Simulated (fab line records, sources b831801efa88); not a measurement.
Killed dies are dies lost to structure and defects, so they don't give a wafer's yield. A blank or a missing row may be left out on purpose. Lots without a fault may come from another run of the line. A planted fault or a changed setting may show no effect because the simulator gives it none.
Which tool did it? | flow sky130 | 11 lots, 33 wafers sampled, at 6 steps of a route of 708

WHAT THE GAUGES READ, wafer by wafer
SKY_POLY_CUT_OVL_MEAS_09.
lot  | measured     | on         | POLY_CUT_OVL (nm)
L676 | day 24 09:59 | overlay-02 | 12 12 13
L677 | day 24 21:13 | overlay-01 | -3 4 5
L678 | day 25 01:50 | overlay-02 | -8 -2 -4
L679 | day 25 13:20 | overlay-02 | 9 6 -4
L680 | day 25 22:40 | overlay-01 | 5 -3 -4
L681 | day 26 02:06 | overlay-02 | -5 -6 -9
L682 | day 26 12:54 | overlay-02 | 2 2 -3
L684 | day 27 09:19 | overlay-02 | 8 -1 6
L688 | day 28 16:06 | overlay-01 | -5 -7 -5
L691 | day 29 15:37 | overlay-01 | 4 3 2
L696 | day 31 05:33 | overlay-01 | -2 -3 -4

SKY_SD_P_OVL_MEAS_08.
lot  | measured     | on         | SD_P_OVL (nm)
L676 | day 25 16:29 | overlay-01 | -0.8 -0.1 -1.2
L677 | day 26 02:36 | overlay-01 | 3.4 3.4 1.8
L678 | day 26 07:15 | overlay-01 | -0.1 2.6 2.8
L679 | day 26 19:18 | overlay-01 | 1.7 5.1 1.7
L680 | day 27 04:11 | overlay-02 | -0.2 0.0 0.7
L681 | day 27 06:33 | overlay-02 | 1.3 0.9 -0.3
L682 | day 27 17:23 | overlay-02 | 1.7 0.2 0.9
L684 | day 28 14:10 | overlay-02 | -0.8 -0.5 -0.7
L688 | day 29 19:48 | overlay-02 | 2.0 1.6 1.1
L691 | day 30 19:52 | overlay-02 | 1.2 0.7 4.1
L696 | day 32 08:50 | overlay-02 | -0.9 2.6 -1.1

SKY_LI_CONTACT_RS_MEAS_22: measures by four-point-probe.
lot  | measured     | on            | LI_CONTACT_W_RS (ohm/sq)
L676 | day 29 09:23 | film_metro-04 | 0.282 0.282 0.290
L677 | day 29 19:07 | film_metro-03 | 0.283 0.290 0.284
L678 | day 29 23:17 | film_metro-03 | 0.284 0.292 0.292
L679 | day 30 11:41 | film_metro-04 | 0.289 0.294 0.286
L680 | day 30 20:03 | film_metro-04 | 0.288 0.284 0.288
L681 | day 30 23:18 | film_metro-03 | 0.286 0.284 0.295
L682 | day 31 08:02 | film_metro-03 | 0.282 0.291 0.290
L684 | day 32 04:33 | film_metro-02 | 0.284 0.286 0.293
L688 | day 33 08:08 | film_metro-02 | 0.289 0.289 0.286
L691 | day 34 07:08 | film_metro-04 | 0.281 0.282 0.293
L696 | day 35 18:53 | film_metro-02 | 0.265 0.292 0.281 0.266 0.292 0.281

SKY_LI_CONTACT_THK_MEAS_23: measures by xrf.
lot  | measured     | on            | LI_CONTACT_W_THK (nm)
L676 | day 29 09:31 | film_metro-04 | 412 412 398
L677 | day 29 19:13 | film_metro-03 | 401 392 401
L678 | day 29 23:24 | film_metro-03 | 400 387 389
L679 | day 30 11:48 | film_metro-04 | 406 397 408
L680 | day 30 20:10 | film_metro-04 | 406 413 403
L681 | day 30 23:25 | film_metro-03 | 394 392 382
L682 | day 31 08:10 | film_metro-03 | 397 386 386
L684 | day 32 04:39 | film_metro-02 | 401 401 390
L688 | day 33 08:16 | film_metro-02 | 397 399 400
L691 | day 34 07:13 | film_metro-04 | 414 412 393
L696 | day 35 21:50 | film_metro-02 | 431 390 405 431 391 406

WHICH TOOL RAN EACH LOT (tool, then ch and the chambers of the sampled wafers, then the start)
lot  | SKY_SPACER_ETCHBACK_02             | SKY_LI_CONTACT_CVD_21
L676 | rie_diel-03 ch 0,1,2, day 23 03:46 | cvd_w-01 ch 0,1, day 29 09:16
L677 | rie_diel-02 ch 1,2, day 23 15:11   | cvd_w-01 ch 0,1, day 29 18:59
L678 | rie_diel-03 ch 0,3, day 23 19:10   | cvd_w-01 ch 0,1, day 29 23:09
L679 | rie_diel-02 ch 1,2, day 24 07:20   | cvd_w-01 ch 0,1, day 30 11:34
L680 | rie_diel-04 ch 2,3, day 24 17:31   | cvd_w-02 ch 0,1, day 30 19:56
L681 | rie_diel-03 ch 1,2,3, day 24 20:48 | cvd_w-01 ch 0,1, day 30 23:10
L682 | rie_diel-02 ch 0,1,2, day 25 07:56 | cvd_w-01 ch 0,1, day 31 07:55
L684 | rie_diel-04 ch 0,1, day 26 03:44   | cvd_w-01 ch 0,1, day 32 04:26
L688 | rie_diel-04 ch 0,2,3, day 27 11:43 | cvd_w-02 ch 1, day 33 07:53
L691 | rie_diel-03 ch 1,2,3, day 28 11:37 | cvd_w-01 ch 0,1, day 34 06:59
L696 | rie_diel-02 ch 0,1,2, day 30 01:44 | cvd_w-01 ch 0,1, day 35 18:46
- SKY_SPACER_ETCHBACK_02: etches Si3N4 in CH3F/O2, stops on SiO2, time 46.7 s, target depth 45 nm.
- SKY_LI_CONTACT_CVD_21: deposits W, target thk 400 nm, time 120.56 s.

WHAT THE TOOLS THEMSELVES READ (means of the sampled wafers that have a number; where no wafer has one, the mark that the record gives instead)
SKY_SPACER_ETCHBACK_02.
lot  | tool        | drypump_motor_current_A (A) | oes_product_au (a.u.) | throttle_valve_pct (%)
L676 | rie_diel-03 | 5.7                         | 0.849                 | 10.565
L677 | rie_diel-02 | 5.5                         | 0.857                 | 10.569
L678 | rie_diel-03 | 5.2                         | 0.858                 | 10.556
L679 | rie_diel-02 | 5.6                         | 0.848                 | 10.562
L680 | rie_diel-04 | 5.5                         | 0.853                 | 10.560
L681 | rie_diel-03 | 5.8                         | 0.850                 | 10.557
L682 | rie_diel-02 | 5.9                         | 0.845                 | 10.567
L684 | rie_diel-04 | 5.1                         | 0.857                 | 10.565
L688 | rie_diel-04 | 5.3                         | 0.854                 | 10.564
L691 | rie_diel-03 | 5.8                         | 0.858                 | 10.569
L696 | rie_diel-02 | 5.9                         | 0.853                 | 10.568

SKY_LI_CONTACT_CVD_21.
lot  | tool     | heater_power_w (W)
L676 | cvd_w-01 | 843
L677 | cvd_w-01 | 831
L678 | cvd_w-01 | 865
L679 | cvd_w-01 | 850
L680 | cvd_w-02 | 766
L681 | cvd_w-01 | 828
L682 | cvd_w-01 | 880
L684 | cvd_w-01 | 830
L688 | cvd_w-02 | 775
L691 | cvd_w-01 | 849
L696 | cvd_w-01 | 844

THE ANSWER, worked out from the rows above alone
Rule: what is usual is taken from the lots themselves. Put in order of their means at a reading, lots are off if they are a third of the lots or fewer, leave a main group of 4 or more, and stand apart from it by a gap of 3 or more times the standard deviation of the main group's means; of several such gaps the widest counts. A main group whose means are all the same, to the digits that the tables above print for the reading, isn't used. A lot without any number at a reading at which 4 lots or more have one is off too. The other lots that the step has rows for count as sound. The gauges are gone through in route order, then the tools' own readings, and for those a lot's mean is taken as printed above. The first step at which some lot is off is used, and at that step the reading that is off furthest; a lot without a number counts as furthest.
Off: L696, at SKY_LI_CONTACT_RS_MEAS_22 (LI_CONTACT_W_RS). The main group: mean 0.287 ohm/sq, standard deviation 0.0016.
A tool fits if, at a process step before that reading, it ran every lot that is off, and no sound lot after the first of them. The gauges at SKY_LI_CONTACT_RS_MEAS_22 are tried like those tools. Can't be told from this: 3 tools fit, rie_diel-02 at SKY_SPACER_ETCHBACK_02, cvd_w-01 at SKY_LI_CONTACT_CVD_21, film_metro-02 at SKY_LI_CONTACT_RS_MEAS_22.

WHAT THE SIMULATOR HAD PUT IN
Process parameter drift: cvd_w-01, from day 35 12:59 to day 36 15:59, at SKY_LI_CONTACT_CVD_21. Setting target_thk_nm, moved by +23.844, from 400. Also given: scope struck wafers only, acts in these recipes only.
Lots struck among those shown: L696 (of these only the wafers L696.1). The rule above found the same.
